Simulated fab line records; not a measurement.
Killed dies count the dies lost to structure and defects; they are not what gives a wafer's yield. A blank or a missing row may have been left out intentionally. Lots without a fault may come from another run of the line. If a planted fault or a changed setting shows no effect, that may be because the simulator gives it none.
Chamber matching || flow sky130 || SKY_VIA3_CMP_24 on cmp-02: 4 sister chambers
The step polishes, stops on SiO2, t overpolish 20 s, target thk 0 nm. 16 wafers are shown with their chamber, then 8 later ones without.

== WAFERS WITH THEIR CHAMBER ==
{"wafer": "L225.3", "chamber": 1, "motorCurrentA (A)": 11.3, "timeToEndpointS (s)": 100, "overpolishRunS (s)": 20.001}
{"wafer": "L225.4", "chamber": 0, "motorCurrentA (A)": 13.3, "timeToEndpointS (s)": 91, "overpolishRunS (s)": 20.002}
{"wafer": "L225.6", "chamber": 1, "motorCurrentA (A)": 11.7, "timeToEndpointS (s)": 95, "overpolishRunS (s)": 20.002}
{"wafer": "L226.1", "chamber": 1, "motorCurrentA (A)": 10.8, "timeToEndpointS (s)": 100, "overpolishRunS (s)": 19.986}
{"wafer": "L226.3", "chamber": 2, "motorCurrentA (A)": 10.8, "timeToEndpointS (s)": 99, "overpolishRunS (s)": 19.985}
{"wafer": "L226.5", "chamber": 2, "motorCurrentA (A)": 10.0, "timeToEndpointS (s)": 100, "overpolishRunS (s)": 20.013}
{"wafer": "L227.4", "chamber": 3, "motorCurrentA (A)": 9.8, "timeToEndpointS (s)": 88, "overpolishRunS (s)": 19.998}
{"wafer": "L227.5", "chamber": 0, "motorCurrentA (A)": 12.2, "timeToEndpointS (s)": 93, "overpolishRunS (s)": 19.982}
{"wafer": "L227.6", "chamber": 1, "motorCurrentA (A)": 12.0, "timeToEndpointS (s)": 103, "overpolishRunS (s)": 20.003}
{"wafer": "L239.1", "chamber": 1, "motorCurrentA (A)": 11.7, "timeToEndpointS (s)": 98, "overpolishRunS (s)": 19.982}
{"wafer": "L239.2", "chamber": 0, "motorCurrentA (A)": 12.6, "timeToEndpointS (s)": 90, "overpolishRunS (s)": 20.001}
{"wafer": "L239.4", "chamber": 3, "motorCurrentA (A)": 9.5, "timeToEndpointS (s)": 84, "overpolishRunS (s)": 19.986}
{"wafer": "L238.1", "chamber": 2, "motorCurrentA (A)": 10.4, "timeToEndpointS (s)": 96, "overpolishRunS (s)": 20.018}
{"wafer": "L238.3", "chamber": 1, "motorCurrentA (A)": 11.6, "timeToEndpointS (s)": 100, "overpolishRunS (s)": 19.986}
{"wafer": "L238.6", "chamber": 2, "motorCurrentA (A)": 10.5, "timeToEndpointS (s)": 95, "overpolishRunS (s)": 20.012}
{"wafer": "L242.1", "chamber": 1, "motorCurrentA (A)": 11.3, "timeToEndpointS (s)": 96, "overpolishRunS (s)": 19.996}

SIGNATURES, as means of the wafers listed above
{"reading": "motorCurrentA", "chamber 0": 12.700, "chamber 1": 11.486, "chamber 2": 10.425, "chamber 3": 9.650, "scatter within a chamber": 0.398}
{"reading": "timeToEndpointS", "chamber 0": 91.33, "chamber 1": 98.86, "chamber 2": 97.50, "chamber 3": 86.00, "scatter within a chamber": 2.49}
{"reading": "overpolishRunS", "chamber 0": 19.99500, "chamber 1": 19.99371, "chamber 2": 20.00700, "chamber 3": 19.99200, "scatter within a chamber": 0.011}
Rule: for a wafer and a chamber, the distance is found by dividing, reading by reading, the gap between the wafer's reading and the chamber's mean by the reading's scatter, squaring, summing and taking the root. The wafer belongs to the nearest chamber; if the next one is less than 2 further off, it can't be placed. How the scatter is found: for the shown wafers, subtract from each reading the mean of its chamber, square and add these, divide the total by (wafers less chambers), then take the root.

== WAFERS WHOSE CHAMBER IS MISSING ==
{"wafer": "L242.4", "motorCurrentA (A)": 10.3, "timeToEndpointS (s)": 86, "overpolishRunS (s)": 20.002}
{"wafer": "L242.6", "motorCurrentA (A)": 9.9, "timeToEndpointS (s)": 90, "overpolishRunS (s)": 20.010}
{"wafer": "L244.3", "motorCurrentA (A)": 10.7, "timeToEndpointS (s)": 94, "overpolishRunS (s)": 19.990}
{"wafer": "L244.5", "motorCurrentA (A)": 10.2, "timeToEndpointS (s)": 90, "overpolishRunS (s)": 20.005}
{"wafer": "L244.6", "motorCurrentA (A)": 12.8, "timeToEndpointS (s)": 89, "overpolishRunS (s)": 20.008}
{"wafer": "L245.1", "motorCurrentA (A)": 10.4, "timeToEndpointS (s)": 91, "overpolishRunS (s)": 20.001}
{"wafer": "L245.2", "motorCurrentA (A)": 13.0, "timeToEndpointS (s)": 91, "overpolishRunS (s)": 20.013}
{"wafer": "L245.5", "motorCurrentA (A)": 9.9, "timeToEndpointS (s)": 91, "overpolishRunS (s)": 19.994}

== WHICH CHAMBER EACH ONE RAN IN ==
{"wafer": "L242.4", "from the rows above": 3, "in truth": 3}
{"wafer": "L242.6", "from the rows above": "can't be placed: 3 or 2", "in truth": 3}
{"wafer": "L244.3", "from the rows above": "can't be placed: 2 or 1 or 3", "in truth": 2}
{"wafer": "L244.5", "from the rows above": "can't be placed: 3 or 2", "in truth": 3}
{"wafer": "L244.6", "from the rows above": 0, "in truth": 0}
{"wafer": "L245.1", "from the rows above": "can't be placed: 2 or 3 or 1", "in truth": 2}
{"wafer": "L245.2", "from the rows above": 0, "in truth": 0}
{"wafer": "L245.5", "from the rows above": "can't be placed: 3 or 2", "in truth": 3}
Placed correctly: 3 of 8. Can't be placed from these rows: 5 (the true chamber is among the candidates in 5). Wrongly placed: 0.
